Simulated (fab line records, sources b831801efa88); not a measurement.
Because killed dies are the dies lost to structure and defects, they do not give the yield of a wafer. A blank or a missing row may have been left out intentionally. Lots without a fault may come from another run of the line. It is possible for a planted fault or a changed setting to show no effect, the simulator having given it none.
Lot-split experiment | flow sfq-line | on a route of 325 steps: 5 lots, 23 wafers read

## THE SPLIT ITSELF
At SFQ_TRILAYER_R5_DEP_SPUTTER_132 (material Ti, target thk 5 nm, time 5 s), the setting time-s was moved away from the recipe's 5 s on 8 of the 23 wafers read, by -10.7% to -4.2%. The other wafers ran this setting at the recipe's value.

Reading taken at the split's own step.

## THE READING
Ti_of_TRILAYER_R5_DEP_SPUTTER_132.thk-nm (the simulator's own value, which no gauge read), in nm, at SFQ_TRILAYER_R5_DEP_SPUTTER_132 (material Ti, target thk 5 nm, time 5 s). The file does not state a usual value for it. Here, 15 wafers ran the recipe; their average is 5.006 nm with a standard deviation of 0.092 nm.

wafer  | tool, chamber at the split | time-s as run, s | against the recipe | Ti_of_TRILAYER_R5_DEP_SPUTTER_132.thk-nm, nm | against lot-mates on the recipe
L074.1 | pvd-sputter-06, -          | 5                | recipe             | 5.07                                         | -
L074.2 | pvd-sputter-06, -          | 5                | recipe             | 5.183                                        | -
L074.4 | pvd-sputter-06, -          | 5                | recipe             | 4.985                                        | -
L074.5 | pvd-sputter-06, -          | 5                | recipe             | 5.056                                        | -
L074.6 | pvd-sputter-06, -          | 5                | recipe             | 5.031                                        | -
L075.1 | pvd-sputter-06, -          | 5                | recipe             | 4.805                                        | -
L075.3 | pvd-sputter-06, -          | 5                | recipe             | 4.893                                        | -
L075.5 | pvd-sputter-06, -          | 5                | recipe             | 4.95                                         | -
L077.2 | pvd-sputter-04, -          | 4.789            | -4.2%              | 4.852                                        | -0.144
L077.3 | pvd-sputter-04, -          | 4.789            | -4.2%              | 4.718                                        | -0.279
L077.4 | pvd-sputter-04, -          | 5                | recipe             | 4.928                                        | -
L077.5 | pvd-sputter-04, -          | 5                | recipe             | 5.065                                        | -
L077.6 | pvd-sputter-04, -          | 4.789            | -4.2%              | 4.701                                        | -0.296
L078.2 | pvd-sputter-03, -          | 5                | recipe             | 5.049                                        | -
L078.3 | pvd-sputter-03, -          | 5                | recipe             | 5.1                                          | -
L078.4 | pvd-sputter-03, -          | 4.465            | -10.7%             | 4.379                                        | -0.696
L078.5 | pvd-sputter-03, -          | 4.465            | -10.7%             | 4.521                                        | -0.554
L078.6 | pvd-sputter-03, -          | 4.465            | -10.7%             | 4.539                                        | -0.536
L082.1 | pvd-sputter-03, -          | 4.657            | -6.9%              | 4.62                                         | -0.370
L082.2 | pvd-sputter-03, -          | 5                | recipe             | 4.916                                        | -
L082.3 | pvd-sputter-03, -          | 5                | recipe             | 4.985                                        | -
L082.4 | pvd-sputter-03, -          | 4.657            | -6.9%              | 4.705                                        | -0.285
L082.6 | pvd-sputter-03, -          | 5                | recipe             | 5.068                                        | -

THE FIT
A straight line over all 23 wafers: Ti_of_TRILAYER_R5_DEP_SPUTTER_132.thk-nm changes by +0.0499 nm for each +1% of time-s; r = +0.92; the points scatter about the line by 0.089 nm.
The same after taking each lot's own level away (the mean of its wafers on the recipe; 23 wafers): +0.0543 nm for each +1%; r = +0.96; scatter 0.066 nm.
That fit puts the effect of the largest move of time-s on the reading at 0.58 nm.
The span of the lots' own levels, 4.8827 to 5.0745 nm, comes to 2.1 times the standard deviation stated above.
The two slopes are in agreement: the lot-to-lot level therefore moves the slope only a little.
Check: with one of the wafers moved furthest among these (-10.7%) left out of the fit, the line predicts -0.544 nm for it against its lot-mates. It came out at -0.696 nm against them.

## THE OTHER SPLITS THESE WAFERS WENT THROUGH
Before the reading, these wafers also passed through other splits. Each is held against what the fit with the lots' levels taken away leaves over:
other split on the same wafers              | wafers away from the commonest value | r with Ti_of_TRILAYER_R5_DEP_SPUTTER_132.thk-nm (lot level and that fit taken away)
SFQ_TRILAYER_JJ_CE_LITHO_EXPOSE_115 dose-mj | 10                                   | -0.27
SFQ_TRILAYER_M5_LITHO_COAT_128 spin-rpm     | 10                                   | -0.18

## FILE'S OWN FIT
Ti_of_TRILAYER_R5_DEP_SPUTTER_132.thk-nm changes by +0.0536 nm for each +1% of time-s, r = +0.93.
